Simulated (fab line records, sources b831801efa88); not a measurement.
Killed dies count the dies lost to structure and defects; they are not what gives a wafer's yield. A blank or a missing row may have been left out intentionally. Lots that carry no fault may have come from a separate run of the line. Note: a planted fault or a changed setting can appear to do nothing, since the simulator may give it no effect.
Code-filled problem report in 8D (eight disciplines) form    flow gf180mcu    the parts of the form that need people (team, actions taken, sign-off) are left out

== 1. PROBLEM STATEMENT ==
Mean V1_CVD_02_THK at GF_V1_THK_MEAS_03: 960 nm over 6 wafers in 2 lots; fault-free wafers: 852 nm, standard deviation 12. That is +9.0 standard deviations from the usual mean.
First observed at day 20 10:05: wafer L968.3, on film_metro-01. The record holds 42 wafers of 14 lots with a number at this step. Rule for "out" (also "out of limits"): further than 4 standard deviations from the usual mean. All remaining wafers that have a number are taken as sound.

== 2. WHAT IT IS, WHAT IT ISN'T ==
question                     is                            is not
which readings at this step  V1_CVD_02_THK                 -
which lots                   L968, L969                    L960, L961, L964, L965, L966, L967, L977, L978, L979, L980, L981, L983
which wafers of those lots   all that have a number        -
read on which gauges         film_metro-01, film_metro-04  film_metro-02
when                         from day 20 10:05             up to then (18 sound wafers); but 18 sound wafers of L977, L978, L979, L980, L981, L983 came after

== 3. WHAT RULES OUT EACH SUSPECT ==
Counting: a tool at a process step up to the reading stays a suspect if it ran every lot that is out and no sound lot after the first of them.
- the gauge at GF_V1_THK_MEAS_03 has been ruled out. The wafers that are out were read on 2 gauges (film_metro-01, film_metro-04).
- pecvd-03 at GF_V1_CVD_02 (deposits SiO2 from TEOS, target thk 850 nm, time 94.851 s): ruled out as a lasting fault. Sound lots L980 ran on it after its first lot that is out, L968 (day 20 09:59).
Left after counting: nothing in the record.

== 4. THE CAUSE (what the simulator had put in) ==
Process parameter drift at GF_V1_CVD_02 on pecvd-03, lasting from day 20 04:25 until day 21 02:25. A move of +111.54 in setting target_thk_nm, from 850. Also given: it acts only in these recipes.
Counting ruled it out, wrongly: the rule takes a fault to strike every lot that its tool runs from its start on, and this one did not.

== 5. THE EFFECT CHAIN, in route order ==
Each row: a reading whose mean over the struck wafers that have a number lies more than 3 standard deviations from the usual. Only readings for which the record gives a usual standard deviation are gone through. hours: the time from each lot's start at the first step in this table that gives one to its start at this step, as a median over the lots. sigmas: the change in usual standard deviations.
hours  step               reading             usual   on struck wafers  change  sigmas
0      GF_V1_THK_MEAS_03  V1_CVD_02_THK       852 nm  960               +108    +9.0
0      GF_V1_CMP_04       time_to_endpoint_s  84 s    129               +45     +7.3
It contains these process steps:
- GF_V1_CMP_04: polishes SiO2.

== 6. WHAT WOULD HAVE CAUGHT IT SOONER ==
Counted from the fault's start at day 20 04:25, it took 6 hours until the first out-of-limits reading at a measuring or inspecting step in this record, taken at day 20 10:05.
Tool readings at GF_V1_CVD_02 with a usual standard deviation given in the record: none out on any struck wafer, hence no alarm at a limit of 4 standard deviations on them.
